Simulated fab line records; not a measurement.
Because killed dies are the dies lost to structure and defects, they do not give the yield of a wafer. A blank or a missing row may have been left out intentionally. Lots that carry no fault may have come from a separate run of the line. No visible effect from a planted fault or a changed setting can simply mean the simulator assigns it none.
A lot that was struck, set against a sound lot + flow gf180mcu + 14 steps out of a route of 602
Sound: the wafers L794.2, L794.3, L794.5. Wafers struck: L785.2, L785.4, L785.5. The cause is given at the end.
At each step with rows: each side's tool, then ch and its chambers, then its first start. Under that, the readings that differ: sound wafers + struck wafers + difference of the means + sigmas: that difference in standard deviations of wafers without a fault.
alike: same words and numbers on both sides, and readings whose means sit less than 2 such deviations apart. not compared: any withheld reading, any reading some wafer has no value for, any bound like >300 that may hide the same value, and any number with overlapping values for which the record gives no deviation.
A row with sigmas, a row that says differs or no value, or rows on one side alone: a step with any of these is where the two part. Numbers that have no deviation but don't overlap get no sigmas and don't part them. A reading that every wafer of one side lacks parts them only if that side has two wafers or more.

GF_VT_IMPLANT_RS_MEAS_47: uses a four-point probe to measure.
  sound: filmMetro-04 at day 11 01:25; struck: filmMetro-01 at day 8 18:59
  alike: NWELL_RS
GF_VT_IMPLANT_RS_MEAS_48: uses a four-point probe to measure.
  sound: filmMetro-04 at day 11 01:32; struck: filmMetro-01 at day 8 19:07
  alike: LVPWELL_RS
GF_VT_IMPLANT_RS_MEAS_49: uses a four-point probe to measure.
  sound: filmMetro-04 at day 11 01:40; struck: filmMetro-01 at day 8 19:14
  alike: MVPSD_RS
then, 4 steps without rows for these wafers: GF_VT_IMPLANT_WET_ETCH_50 (etches SiO2 in dHF, target depth 20 nm, time 400 s); GF_DUAL_GATE_CLEAN_00 (cleans in SC1/SC2, time 150 s); GF_DUAL_GATE_CLEAN_01 (cleans in dHF, time 20 s); GF_DUAL_GATE_OXIDATION_02 (stabilise 600 s, purge 300 s, target thk 10.887 nm).
GF_DUAL_GATE_THK_MEAS_03:
  sound: filmMetro-02 at day 11 04:06; struck: filmMetro-01 at day 8 21:55
| reading                         | sound             | struck            | difference | sigmas |
|---------------------------------|-------------------|-------------------|------------|--------|
| DUAL_GATE_OXIDATION_00_THK (nm) | 10.63 10.75 10.46 | 11.21 10.93 10.97 | +0.42      | +2     |
then, 4 steps without rows for these wafers: GF_DUAL_GATE_DEHYDRATE_04 (time 60 s); GF_DUAL_GATE_HMDS_05 (prime time 60 s); GF_DUAL_GATE_COAT_06 (resist thk 1000 nm); GF_DUAL_GATE_SOFTBAKE_07 (time 60 s).
GF_DUAL_GATE_EXPOSE_08: exposes mask Dualgate, target cd 700 nm.
  sound on ilineStepper-01 ch 0, day 11 13:40; struck on ilineStepper-01, day 9 06:52
  no value came back on the struck wafers for exposureDoseMJCm2, focusOffsetNm (nm), stageVelMmS (mm/s); on the sound wafers exposureDoseMJCm2 reads 140.02 140.15 139.99
  alike: mask
next, for these wafers, 1 step has no rows: GF_DUAL_GATE_PEB_09.

## WHERE THEY PART
First at GF_DUAL_GATE_THK_MEAS_03; last, within this record, at GF_DUAL_GATE_EXPOSE_08.

WHY: what the simulator had put in
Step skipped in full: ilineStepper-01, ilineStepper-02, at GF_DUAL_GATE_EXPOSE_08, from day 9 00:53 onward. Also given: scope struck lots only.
